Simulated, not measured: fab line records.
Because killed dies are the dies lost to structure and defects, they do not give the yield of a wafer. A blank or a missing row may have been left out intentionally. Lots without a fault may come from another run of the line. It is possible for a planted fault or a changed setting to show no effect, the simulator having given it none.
Struck lot and sound lot, side by side ; flow sky130 ; 23 out of 708 route steps
Sound: the wafers L323.1, L323.2, L323.3. The struck wafers were L335.1, L335.2, L335.5. At the end, the cause is stated.
Per side, at each step with rows, come the tool, then ch with its chambers, and then its first start. Under that, the readings that differ: sound wafers ; struck wafers ; difference of the means ; sigmas: that difference in standard deviations of wafers without a fault.
alike: readings whose means differ by less than 2 such deviations, and words and numbers that are the same on both sides. not compared: withheld readings, readings that some wafer has no value for, bounds like >300 that may hide the same value, and numbers for which the record gives no deviation and whose values overlap.
The two part at a step that has a row with sigmas, a row that says differs or no value, or rows on one side only. Numbers that don't overlap but have no deviation are shown without sigmas and don't part them. A reading that every wafer of one side lacks parts them only if that side has two wafers or more.

first, 4 steps without rows for these wafers: SKY_PWDE_SOFTBAKE_03; SKY_PWDE_EXPOSE_04 (exposes mask PWDEM, target cd 840 nm); SKY_PWDE_PEB_05; SKY_PWDE_DEVELOP_06 (develop time 60 s).
SKY_PWDE_OVL_MEAS_07:
  sound on overlay-01 at day 4 02:46; struck on overlay-02 at day 6 23:37
reading;sound;struck;difference;sigmas
PWDE_OVL (nm);-2.0 -2.8 -2.6;1.1 2.3 0.6;+3.8;+2
after that, 1 step had no rows for these wafers: SKY_PWDE_IMPLANT_08.
SKY_PWDE_STRIP_09: strips in O2/N2.
  sound on plasma-asher-03 ch 0,1, day 4 02:58; struck on plasma-asher-03 ch 0,1, day 6 23:48
  alike: drypump-motor-current-A, oes-product-au, strip-time-to-endpoint-s
  not compared: rf-hours-counter-h
SKY_PWDE_TW_MEAS_10:
  sound on film-metro-02 at day 4 03:04; struck on film-metro-02 at day 6 23:54
  alike: PWDE_TW
then, 4 steps without rows for these wafers: SKY_NWELL_DEHYDRATE_03 (time 60 s); SKY_NWELL_HMDS_04 (prime time 60 s); SKY_NWELL_COAT_05 (resist thk 3000 nm); SKY_NWELL_SOFTBAKE_06.
SKY_NWELL_EXPOSE_07: exposes mask NWM, target cd 840 nm.
  sound on iline-stepper-01 ch 0, day 4 10:59; struck on iline-stepper-01 ch 0, day 7 09:33
reading;sound;struck;difference;sigmas
mask;NWM#0 NWM#0 NWM#0;PWDEM#0 PWDEM#0 PWDEM#0;differs;
then, 2 steps without rows for these wafers: SKY_NWELL_PEB_08; SKY_NWELL_DEVELOP_09 (develop time 60 s).
SKY_NWELL_OVL_MEAS_10:
  sound on overlay-01 at day 4 19:43; struck on overlay-01 at day 7 18:52
reading;sound;struck;difference;sigmas
NWELL_00_OVL (nm);-1.7 -2.2 -0.9;- - -;no value on the struck wafers;
then, 3 steps without rows for these wafers: SKY_NWELL_IMPLANT_11; SKY_NWELL_IMPLANT_12; SKY_NWELL_IMPLANT_13.
SKY_NWELL_STRIP_14: strips in O2/N2.
  sound on plasma-asher-04 ch 0,1, day 4 20:12; struck on plasma-asher-04 ch 0,1, day 7 19:22
reading;sound;struck;difference;sigmas
oes-product-au (a.u.);0.711 0.718 0.718;0.730 0.724 0.720;+0.009;+2
  alike: drypump-motor-current-A, strip-time-to-endpoint-s
  not compared: rf-hours-counter-h
SKY_NWELL_TW_MEAS_15:
  sound on film-metro-03 at day 4 20:18; struck on film-metro-03 at day 7 19:28
reading;sound;struck;difference;sigmas
NWELL_TW;1836 1831 1836;30 30 30;-1804;-99 or more
then, 1 step without rows for these wafers: SKY_NWELL_DEHYDRATE_16 (time 60 s).
-- the record jumps here: 41 days lie between the struck wafers' starts before and after (it left off in module NWELL and takes up again in module PAD_OPEN, whose first step shown is number 708 of the route) --
SKY_PAD_OPEN_PROBE_99:
  sound on prober-02 at day 45 10:23; struck on prober-02 at day 48 15:24
reading;sound;struck;difference;sigmas
killed-at-front-end;18 16 12;417 424 427;+407;+97
killed-dies;90 91 69;492 492 492;+409;+44
killed-on-rim;19 18 9;96 96 96;+81;+22
  alike: killed_at_M0_to_M3, killed_at_M4_up, killed-at-contacts, killed-at-other, killed-open, killed-short

## WHERE THEY PART
At SKY_PWDE_OVL_MEAS_07 first; at SKY_PAD_OPEN_PROBE_99 last (within this record only).

WHY: what had been put in by the simulator
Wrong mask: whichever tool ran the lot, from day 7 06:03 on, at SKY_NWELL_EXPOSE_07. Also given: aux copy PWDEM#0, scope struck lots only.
